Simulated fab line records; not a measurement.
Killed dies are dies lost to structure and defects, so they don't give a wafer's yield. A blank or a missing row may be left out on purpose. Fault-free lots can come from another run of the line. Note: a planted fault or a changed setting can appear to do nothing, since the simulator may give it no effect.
The same fault as seen by 2 desks + flow gf180mcu + numbers are kept per desk, each desk with only its own; the story behind them comes last

== FROM THE METROLOGY DESK ==
Means of the sampled wafers that have a number, per lot and without regard to the tool the lot ran on: this is what the gauges read. If a lot's mean is further than 4 standard deviations from the usual mean, the lot is out of limits and carries the mark OUT (the distance appears in the brackets).
Columns: A = MVSD_TW at GF_MVSD_TW_MEAS_11, usual 1593; B = cd nm at GF_HV_LDD_CD_MEAS_31, usual 400.1 nm; C = HV_LDD_02_OVL at GF_HV_LDD_OVL_MEAS_32, usual 0.7 nm; D = HV_LDD_3_TW at GF_HV_LDD_TW_MEAS_38, usual 1444; E = HV_LDD_RS at GF_HV_LDD_RS_MEAS_53, usual 418.2 ohm/sq
| lot  | first seen here | A    | B     | C    | D               | E               |
|------|-----------------|------|-------|------|-----------------|-----------------|
| L114 | day 4 11:25     | 1603 | 401.7 | 1.5  | 1458            | 418.0           |
| L115 | day 4 16:20     | 1581 | 400.0 | 2.7  | 1435            | 419.1           |
| L116 | day 4 20:19     | 1606 | 400.3 | 2.3  | 1464            | 418.9           |
| L118 | day 5 10:38     | 1592 | 402.4 | 0.7  | 1464            | 417.4           |
| L119 | day 5 15:09     | 1583 | 398.3 | 1.3  | 1429            | 418.3           |
| L120 | day 5 21:26     | 1578 | 397.8 | 1.1  | 1428            | 418.6           |
| L123 | day 6 16:29     | 1577 | 398.8 | -0.4 | 1521 (+5.1) OUT | 405.7 (-13) OUT |
| L126 | day 7 09:29     | 1579 | 402.5 | 1.4  | 1550 (+7.1) OUT | 403.5 (-16) OUT |
| L131 | day 8 13:20     | 1616 | 401.7 | 3.2  | 1436            | 418.2           |
| L134 | day 9 06:26     | 1618 | 403.2 | 0.7  | 1429            | 419.2           |
| L135 | day 9 11:21     | 1581 | 397.9 | 2.9  | 1466            | 417.1           |
| L136 | day 9 18:43     | 1614 | 403.9 | 0.3  | 1428            | 418.3           |
| L137 | day 10 02:05    | 1577 | 402.4 | 0.3  | 1431            | 419.4           |
This desk reports L123, L126 out of limits; the earliest was L123 at day 14 14:43 (HV_LDD_3_TW at GF_HV_LDD_TW_MEAS_38). L114, L115, L116, L118, L119, L120, L131, L134, L135, L136, L137: within limits.

== FOR THE TOOL OWNER'S DESK: implanter-03 ==
For each lot that ran on this tool, the mean over its sampled wafers that have a number, from the tool's own readings at GF_HV_LDD_IMPLANT_33. If a lot's mean is further than 4 standard deviations from the usual mean, the lot is out of limits and carries the mark OUT (the distance appears in the brackets).
Columns: A = dose ions cm2 at GF_HV_LDD_IMPLANT_33, usual 7.501e+12; B = faraday current uA at GF_HV_LDD_IMPLANT_33, usual 42.4
| lot  | first seen here | A                           | B              |
|------|-----------------|-----------------------------|----------------|
| L118 | day 12 22:03    | 7.500e+12                   | 42.4           |
| L120 | day 13 14:13    | 7.500e+12                   | 42.3           |
| L123 | day 14 14:02    | 1.331e+13 (+99 or more) OUT | 75.6 (+36) OUT |
| L126 | day 15 11:10    | 1.331e+13 (+99 or more) OUT | 75.7 (+36) OUT |
This desk's finding: out of limits on L123, L126; first on L123, day 14 14:02 (dose ions cm2 at GF_HV_LDD_IMPLANT_33). L118, L120: within limits.

== ALL TOGETHER ==
An alarm could have come from the tool owner's desk at day 14 14:02, on L123, L126.
Metrology desk: alarm possible at day 14 14:43 on L123, L126.
All the named lots went through GF_HV_LDD_IMPLANT_33 on implanter-03.

== WHAT HAD BEEN PUT IN BY THE SIMULATOR ==
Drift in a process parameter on implanter-03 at GF_HV_LDD_IMPLANT_33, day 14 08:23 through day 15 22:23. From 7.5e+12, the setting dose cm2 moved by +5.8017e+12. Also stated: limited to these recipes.
Shown lots that were struck: L123, L126.
Counting hours from when the fault started, the first reading out of limits came at 6 for the tool owner's desk and at 6 for the metrology desk.
